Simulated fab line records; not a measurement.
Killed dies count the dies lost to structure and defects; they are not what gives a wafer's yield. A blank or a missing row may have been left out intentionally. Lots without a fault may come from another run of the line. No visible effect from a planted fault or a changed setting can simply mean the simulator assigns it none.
2 desks, one fault	flow sky130	numbers are kept per desk, each desk with only its own; the story behind them comes last

FOR THE TOOL OWNER'S DESK: litho_track-04
At SKY_GATE_OXIDE_SOFTBAKE_06 (time 60 s), the tool's own readings, given per lot that ran on this tool as the mean of the sampled wafers with a number. The brackets show how far a lot's mean lies from the usual mean; more than 4 standard deviations puts the lot out of limits, marked OUT.
Columns: A = heater_power_total_W at SKY_GATE_OXIDE_SOFTBAKE_06, usual 56.59 W
lot	first seen here	A
L240	day 13 07:43	56.55
L242	day 14 08:01	56.58
L243	day 14 11:53	56.61
L244	day 14 21:04	56.60
L247	day 16 02:02	56.55
L255	day 18 17:32	60.08 (+73) OUT
L256	day 18 23:34	60.05 (+72) OUT
This desk finds L255, L256 out of limits, L255 being first, at day 18 17:32 (heater_power_total_W at SKY_GATE_OXIDE_SOFTBAKE_06). L240, L242, L243, L244, L247 stayed within limits.

FROM THE METROLOGY DESK
Lot by lot, what the gauges showed, no matter which tool ran the lot: averages of those sampled wafers that carry a number. The brackets show how far a lot's mean lies from the usual mean; more than 4 standard deviations puts the lot out of limits, marked OUT.
Columns: A = VT_ADJUST_HVTR_TW at SKY_VT_ADJUST_HVTR_TW_MEAS_11, usual 211.7; B = SONOS_ONO_CVD_02_THK at SKY_SONOS_ONO_THK_MEAS_03, usual 10.56 nm; C = POLY_GATE_CVD_00_THK at SKY_POLY_GATE_THK_MEAS_01, usual 179.6 nm
lot	first seen here	A	B	C
L240	day 9 12:02	210.1	10.55	181.7
L242	day 10 04:28	209.9	10.55	182.6
L243	day 10 13:51	210.4	10.53	180.0
L244	day 10 21:29	210.9	10.54	174.6
L246	day 11 09:56	213.9	10.62	179.0
L247	day 11 20:32	211.1	10.48	179.8
L250	day 12 13:01	210.4	10.57	177.6
L255	day 14 02:20	212.8	10.40	180.6
L256	day 14 12:14	210.8	10.43	181.8
L257	day 14 20:38	212.5	10.37	181.0
L258	day 15 04:23	213.5	10.84	176.1
L259	day 15 08:35	213.8	10.74	180.5
L261	day 15 23:26	209.4	10.61	181.1
L263	day 16 15:26	213.2	10.63	181.2
This desk's finding: nothing out of limits on any of the 14 lots.

ALL TOGETHER
At day 18 17:32, on L255, L256, the tool owner's desk was in a position to raise an alarm.
From the metrology desk's view, nothing was out of limits.
The metrology desk has L255, L256 on record, within its limits.
Of the lots named, all ran SKY_GATE_OXIDE_SOFTBAKE_06 on litho_track-04.

WHAT THE SIMULATOR HAD PUT IN
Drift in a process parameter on litho_track-04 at SKY_GATE_OXIDE_SOFTBAKE_06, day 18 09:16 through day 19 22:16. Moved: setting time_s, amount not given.
Struck lots among those shown: L255, L256.
Hours from the fault's start to each desk's first reading out of limits: the tool owner's desk, 8.
